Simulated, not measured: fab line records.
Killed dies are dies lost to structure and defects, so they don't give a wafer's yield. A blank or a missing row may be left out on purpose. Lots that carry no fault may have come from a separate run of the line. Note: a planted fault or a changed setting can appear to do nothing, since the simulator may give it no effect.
fab line records ; flow sky130
record lots=6; wafers=18; last-day=50
route steps=708 shown VIA1@460
lots that met no fault: taken from a fault-free run of the same line
start-h: start of the lot's first displayed wafer, in hours after the record's first day ; wait-h: how many hours have passed since the lot's step before this one ; " repeats the value in the row above ; L1.1+2: several wafers, shown together as one row ; - no value, or no start was given ; * or withheld: withheld ; < > ~ a bound
route shown NAME@n: a module of which the file shows steps, and the number in the route of the first ; usual: mean/standard deviation taken from wafers without a fault ; same: alike in all rows ; chamber/n: place in a boat ; sites: readings site by site ; _std_site: standard deviation across them ; _edge_site: inner sites' mean taken away from outer sites' mean ; radius-mm: for every site, how far away it sits from the centre of the wafer ; mask NAME#n: copy n ; behind: the most recent tool/chamber to have shaped the wafer ; hold: cause of the lot's hold/its duration in hours/its outcome ; device: whichever transistor did not switch (one of n, p or np) ; end of line: the same wafers' tests at the end of the route ; step lacking rows: just its recipe ; killed: at the first sort, the dies lost to defects and structure; wafer yield is something else ; map: per-die view of a wafer (x killed, . not killed, _ where there is no die)
set.NAME: setting as actually run; set.NAME@STEP: the setting as run at that earlier step ; model.NAME: the simulator's own value behind a step, which no gauge read
certain route steps with their lots: each step a table, each wafer a row
services: when a tool's chamber went out of use (start-h, in hours from the record's first day, below 0 if earlier), for how many hours, and the reason
## steps
# step SKY_VIA1_CMP_02
# recipe material=SiO2; down-force-psi=4; platen-rpm=60; pad-velocity-m-s=0.94248
# usual motor-current-A=12.4/1.6
lot.wafer;tool;chamber;start-h;wait-h;motor-current-A
L241.2;cmp-01;3;801.87;0.1;15.4
L241.1;cmp-01;1;801.87;0.1;13.5
L241.6;cmp-01;2;801.87;0.1;12.1
L249.2;cmp-01;2;859.36;0.1;12.7
L249.5;cmp-01;1;859.36;0.1;13.3
L249.6;cmp-01;2;859.36;0.1;11.9
L254.2;cmp-02;1;921.37;0.2;11.2
L254.4;cmp-02;2;921.37;0.2;9.7
L254.6;cmp-02;1;921.37;0.2;10.7
L256.2;cmp-01;0;923.14;0.0;13.2
L256.4;cmp-01;3;923.14;0.0;14.9
L256.6;cmp-01;1;923.14;0.0;13.1
L259.1;cmp-01;0;927.44;0.1;13.0
L259.2;cmp-01;1;927.44;0.1;13.3
L259.6;cmp-01;0;927.44;0.1;13.5
L260.3;cmp-02;3;933.15;0.1;10.7
L260.2;cmp-02;1;933.15;0.1;10.7
L260.6;cmp-02;2;933.15;0.1;10.1
# step SKY_VIA1_BOW_MEAS_03
# recipe mode=bow
# usual VIA1_BOW=81/6.3
lot.wafer;tool;chamber;start-h;wait-h;VIA1_BOW[um]
L241.1;film-metro-02;-;802.12;0.1;86
L241.2;film-metro-02;-;802.12;0.1;76
L241.6;film-metro-02;-;802.12;0.1;77
L249.2;film-metro-03;-;859.63;0.2;82
L249.5;film-metro-03;-;859.63;0.2;77
L249.6;film-metro-03;-;859.63;0.2;81
L254.2;film-metro-02;-;921.64;0.2;67
L254.4;film-metro-02;-;921.64;0.2;81
L254.6;film-metro-02;-;921.64;0.2;67
L256.2;film-metro-01;-;923.46;0.3;77
L256.4;film-metro-01;-;923.46;0.3;84
L256.6;film-metro-01;-;923.46;0.3;84
L259.1;film-metro-01;-;927.69;0.2;78
L259.2;film-metro-01;-;927.69;0.2;83
L259.6;film-metro-01;-;927.69;0.2;88
L260.2;film-metro-02;-;933.42;0.1;81
L260.3;film-metro-02;-;933.42;0.1;86
L260.6;film-metro-02;-;933.42;0.1;87
# step SKY_VIA1_DEHYDRATE_04
# recipe temp-c=200; time-s=60
# step SKY_VIA1_HMDS_05
# recipe prime-time-s=60; prime-temp-c=120
# step SKY_VIA1_COAT_06
# recipe resist=BARC; temp-c=withheld; time-s=withheld; spin-rpm=3000; resist-thk-nm=60
# step SKY_VIA1_COAT_07
# recipe resist=KrF-thick; spin-rpm=3000; resist-thk-nm=450
# step SKY_VIA1_SOFTBAKE_08
# recipe temp-c=100; time-s=90; resist=KrF-thick
# step SKY_VIA1_EXPOSE_09
# recipe mask-id=VIM; na=0.8; source-shape=annular; sigma-inner=0.55; sigma-outer=0.85; target-cd-nm=150; dose-mj=38
# step SKY_VIA1_PEB_10
# recipe peb-temp-c=withheld; peb-time-s=withheld; resist=KrF-thick
# step SKY_VIA1_DEVELOP_11
# recipe develop-time-s=60; resist=KrF-thick; dev-temp-c=21
# step SKY_VIA1_CD_MEAS_12
# recipe target-cd-nm=150
# usual cd-nm=150.0/1.7
lot.wafer;tool;chamber;start-h;wait-h;cd-nm
L241.1;cd-sem-01;-;828.91;-;149.0
L241.2;cd-sem-01;-;828.91;-;147.8
L241.6;cd-sem-01;-;828.91;-;149.1
L249.2;cd-sem-02;-;884.88;-;147.5
L249.5;cd-sem-02;-;884.88;-;149.5
L249.6;cd-sem-02;-;884.88;-;147.6
L254.2;cd-sem-01;-;946.24;-;151.8
L254.4;cd-sem-01;-;946.24;-;153.0
L254.6;cd-sem-01;-;946.24;-;153.0
L256.2;cd-sem-02;-;948.49;-;148.7
L256.4;cd-sem-02;-;948.49;-;151.1
L256.6;cd-sem-02;-;948.49;-;147.8
L259.1;cd-sem-01;-;952.97;-;149.8
L259.2;cd-sem-01;-;952.97;-;148.7
L259.6;cd-sem-01;-;952.97;-;150.8
L260.2;cd-sem-02;-;958.44;-;151.1
L260.3;cd-sem-02;-;958.44;-;150.2
L260.6;cd-sem-02;-;958.44;-;149.4
# step SKY_VIA1_OVL_MEAS_13
# usual VIA1_OVL=-2/4.7
lot.wafer;tool;chamber;start-h;wait-h;VIA1_OVL[nm]
L241.1;overlay-02;-;829.03;0.1;0
L241.2;overlay-02;-;829.03;0.1;0
L241.6;overlay-02;-;829.03;0.1;-4
L249.2;overlay-01;-;884.99;0.1;0
L249.5;overlay-01;-;884.99;0.1;4
L249.6;overlay-01;-;884.99;0.1;0
L254.2;overlay-01;-;946.35;0.1;6
L254.4;overlay-01;-;946.35;0.1;3
L254.6;overlay-01;-;946.35;0.1;3
L256.2;overlay-01;-;948.60;0.1;1
L256.4;overlay-01;-;948.60;0.1;-4
L256.6;overlay-01;-;948.60;0.1;2
L259.1;overlay-01;-;953.09;0.1;2
L259.2;overlay-01;-;953.09;0.1;-1
L259.6;overlay-01;-;953.09;0.1;4
L260.2;overlay-02;-;958.55;0.1;0
L260.3;overlay-02;-;958.55;0.1;1
L260.6;overlay-02;-;958.55;0.1;-5
# step SKY_VIA1_ETCH_14
# recipe chemistry=N2/H2; target=BARC; ion-energy-ev=200; source-w=500; bias-w=100; pressure-mtorr=30; n2-flow-sccm=100; h2-flow-sccm=200; stop-on=SiO2; time-s=45.9; target-depth-a=600
# usual drypump-motor-current-A=5.7/0.44; h2-flow-sccm=200.0/0.59; oes-product-au=0.855/0.0053; run-length-s=74.1/0.4; throttle-valve-pct=13.226/0.0085
lot.wafer;tool;chamber;start-h;wait-h;drypump-motor-current-A;h2-flow-sccm;oes-product-au;rf-hours-counter-h;run-length-s;throttle-valve-pct;model.etch.depth-nm;model.KrF-thick_of_VIA1_COAT_07.thk-nm;model.VIA1.cd-nm
L241.1;rie-diel-04;2;829.07;0.0;5.2;199.6;0.853;5;74.3;13.230;60.06;392.7;150.4
L241.2;rie-diel-04;3;829.07;0.0;5.6;200.3;0.863;8;73.8;13.222;60.21;393.2;148.5
L241.6;rie-diel-04;2;829.07;0.0;5.2;199.4;0.852;-;74.5;13.205;60.15;393.1;150.5
L249.2;rie-diel-03;2;885.02;0.0;5.7;200.5;0.860;9;74.1;13.228;60.21;392;148
L249.5;rie-diel-03;2;885.02;0.0;5.7;199.4;0.851;-;73.9;13.230;60;392.4;150
L249.6;rie-diel-03;1;885.02;0.0;4.9;201.3;0.864;-;74.0;13.228;60.05;390.4;146.9
L254.2;rie-diel-01;2;946.38;0.0;6.0;200.9;0.853;10;75.0;13.230;60.01;393.3;152.6
L254.4;rie-diel-01;0;946.38;0.0;5.4;200.1;0.855;5;73.7;13.226;59.89;392.8;152.2
L254.6;rie-diel-01;0;946.38;0.0;5.4;199.9;0.864;-;74.5;13.227;59.85;391.2;152.4
L256.2;rie-diel-01;3;948.63;0.0;6.2;200.9;0.857;13;74.4;13.210;60.02;390.5;149.5
L256.4;rie-diel-01;0;948.63;0.0;5.4;199.4;1.020;5;47.2;13.237;34.13;416.4;146
L256.6;rie-diel-01;1;948.63;0.0;5.8;199.3;0.856;-;73.9;13.220;60.05;390.5;148.6
L259.1;rie-diel-01;2;953.13;0.0;6.0;199.2;0.852;10;74.9;13.230;60.05;394.8;150.1
L259.2;rie-diel-01;3;953.13;0.0;6.2;199.5;0.846;13;74.2;13.226;60.04;394.7;148.2
L259.6;rie-diel-01;0;953.13;0.0;5.5;200.4;1.013;-;47.5;13.236;33.7;418.5;145.7
L260.2;rie-diel-03;3;958.58;0.0;6.1;199.9;0.859;24;73.7;13.230;60.33;395;151
L260.3;rie-diel-03;0;958.58;0.0;6.5;200.4;0.859;2;74.0;13.224;60.28;396.3;150.1
L260.6;rie-diel-03;1;958.58;0.0;4.9;200.3;0.852;-;73.9;13.225;60.24;396.4;149.4
# step SKY_VIA1_ETCH_15
# recipe target=SiO2; chemistry=C4F8/O2/Ar; target-depth-nm=351; stop-on=TiN; mask-material=KrF-thick; source-w=1500; bias-w=1200; pressure-mtorr=40; c4f8-flow-sccm=withheld; O2_flow_sccm=6; Ar_flow_sccm=300; time-s=54
# usual oes-product-au=0.980/0.0056; run-length-s=82.2/0.38
lot.wafer;tool;chamber;start-h;wait-h;oes-product-au;rf-hours-counter-h;run-length-s;model.KrF-thick_of_VIA1_COAT_07.thk-nm
L241.1;rie-diel-04;2;829.11;0.0;0.982;5;82.4;321.9
L241.2;rie-diel-04;3;829.11;0.0;0.983;8;81.6;323.4
L241.6;rie-diel-04;2;829.11;0.0;0.981;-;83.0;322.7
L249.2;rie-diel-03;2;885.06;0.0;0.975;10;82.4;322.9
L249.5;rie-diel-03;2;885.06;0.0;0.979;-;82.7;323.2
L249.6;rie-diel-03;1;885.06;0.0;0.982;-;81.9;318.8
L254.2;rie-diel-01;2;946.42;0.0;0.980;10;83.3;322.6
L254.4;rie-diel-01;0;946.42;0.0;0.977;5;82.2;320.9
L254.6;rie-diel-01;0;946.42;0.0;0.979;-;82.0;319.4
L256.2;rie-diel-01;3;948.67;0.0;0.984;13;82.5;320.6
L256.4;rie-diel-01;0;948.67;0.0;0.381;5;81.8;344.9
L256.6;rie-diel-01;1;948.67;0.0;0.990;-;81.8;319
L259.1;rie-diel-01;2;953.17;0.0;0.971;10;82.8;324.5
L259.2;rie-diel-01;3;953.17;0.0;0.977;13;82.5;324.7
L259.6;rie-diel-01;0;953.17;0.0;0.375;-;82.0;347.3
L260.2;rie-diel-03;3;958.62;0.0;0.983;24;82.1;325.9
L260.3;rie-diel-03;0;958.62;0.0;0.986;2;82.1;325.9
L260.6;rie-diel-03;1;958.62;0.0;0.980;-;82.7;326
# step SKY_VIA1_STRIP_16
# recipe chemistry=O2/N2; power-w=1400; pressure-mtorr=1500; platen-temp-c=withheld; o2-flow-sccm=3000; n2-flow-sccm=300; overash-fraction=0.5
# usual drypump-motor-current-A=5.8/0.54; oes-product-au=0.415/0.0044; strip-time-to-endpoint-s=4.462/0.023
lot.wafer;tool;chamber;start-h;wait-h;drypump-motor-current-A;oes-product-au;rf-hours-counter-h;strip-time-to-endpoint-s
L241.1;plasma-asher-01;0;829.15;0.0;6.3;0.413;8;4.458
L241.2;plasma-asher-01;1;829.15;0.0;4.8;0.423;8;4.467
L241.6;plasma-asher-01;1;829.15;0.0;4.8;0.415;-;4.461
L249.2;plasma-asher-03;0;885.10;0.0;6.2;0.416;73;4.471
L249.5;plasma-asher-03;0;885.10;0.0;6.2;0.413;-;4.478
L249.6;plasma-asher-03;1;885.10;0.0;5.3;0.411;-;4.412
L254.2;plasma-asher-02;1;946.47;0.0;5.6;0.417;115;4.456
L254.4;plasma-asher-02;0;946.47;0.0;6.2;0.421;-;4.451
L254.6;plasma-asher-02;1;946.47;0.0;5.6;0.410;-;4.413
L256.2;plasma-asher-03;0;948.72;0.0;6.2;0.413;79;4.433
L256.4;plasma-asher-03;0;948.72;0.0;6.2;0.425;-;4.668
L256.6;plasma-asher-03;0;948.72;0.0;6.2;0.420;-;4.418
L259.1;plasma-asher-01;1;953.22;0.0;4.8;0.420;19;4.478
L259.2;plasma-asher-01;0;953.22;0.0;6.3;0.406;19;4.483
L259.6;plasma-asher-01;1;953.22;0.0;4.8;0.416;-;4.704
L260.2;plasma-asher-01;0;958.67;0.0;6.3;0.417;20;4.511
L260.3;plasma-asher-01;1;958.67;0.0;4.8;0.418;-;4.480
L260.6;plasma-asher-01;1;958.67;0.0;4.8;0.420;-;4.504
# step SKY_VIA1_STRIP_17
# recipe chemistry=post-etch-residue-remover; time-s=1200; temp-c=72.5
## services
tool;chamber;start-h;hours;kind
plasma-asher-02;-;781.52;1.0;repair
cmp-01;-;787.13;6.0;repair
rie-diel-03;2;787.84;34.4;repair
plasma-asher-03;-;790.02;0.8;repair
cmp-02;-;809.96;1.1;repair
cmp-02;-;834.17;0.7;repair
plasma-asher-02;-;837.83;1.2;repair
plasma-asher-01;-;844.24;4.9;repair
plasma-asher-01;-;850.59;5.1;repair
rie-diel-03;1;852.12;10.9;repair
plasma-asher-02;-;859.40;1.2;repair
cmp-02;-;864.27;1.7;repair
cmp-01;-;874.33;4.6;pm
rie-diel-04;1;886.10;2.6;repair
cmp-02;-;898.17;2.1;repair
cmp-01;-;912.28;4.0;pm
cmp-01;-;917.64;2.4;repair
rie-diel-04;2;917.64;2.8;repair
rie-diel-03;1;918.68;7.9;repair
cmp-01;-;920.45;1.3;repair
rie-diel-03;1;930.28;11.1;repair
cmp-01;-;932.30;0.8;repair
plasma-asher-01;-;944.42;5.5;repair
cmp-01;-;949.94;2.2;repair
## key
first-sign step=SKY_VIA1_ETCH_14; reading=run-length-s; direction=down; sigmas=67; usual=*; struck=*
effect step=SKY_VIA1_ETCH_14; reading=oes-product-au; direction=up; sigmas=31; usual=0.855; struck=1.017
effect step=SKY_VIA1_ETCH_15; reading=oes-product-au; direction=down; sigmas=99+; usual=0.980; struck=0.378
effect step=SKY_VIA1_STRIP_16; reading=strip-time-to-endpoint-s; direction=up; sigmas=10; usual=*; struck=*
model-effect step=SKY_VIA1_ETCH_14; value=etch.depth-nm; without=60.02; struck=33.92
model-effect step=SKY_VIA1_ETCH_15; value=KrF-thick_of_VIA1_COAT_07.thk-nm; without=320.4; struck=346.1
met-at SKY_VIA1_ETCH_14
struck-wafers L256.4,L259.6
later-rows-left-out L259.6
sort-left-out L256.4,L259.6
onset-between 946.38 948.63
fault kind=process-parameter-drift; tool=rie-diel-01; chamber=0; onset-h=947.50; steps=SKY_VIA1_ETCH_14; channel=time-s; offset=*; shape=step; end-h=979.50; acts-in=*; stated=*
# sort-left-out: the simulated sort isn't trusted on such a fault, so these wafers' sort isn't shown, and their yield isn't known
# later-rows-left-out: the simulator's readings of these wafers behind a module that went badly wrong aren't trusted and aren't shown, but for the sort
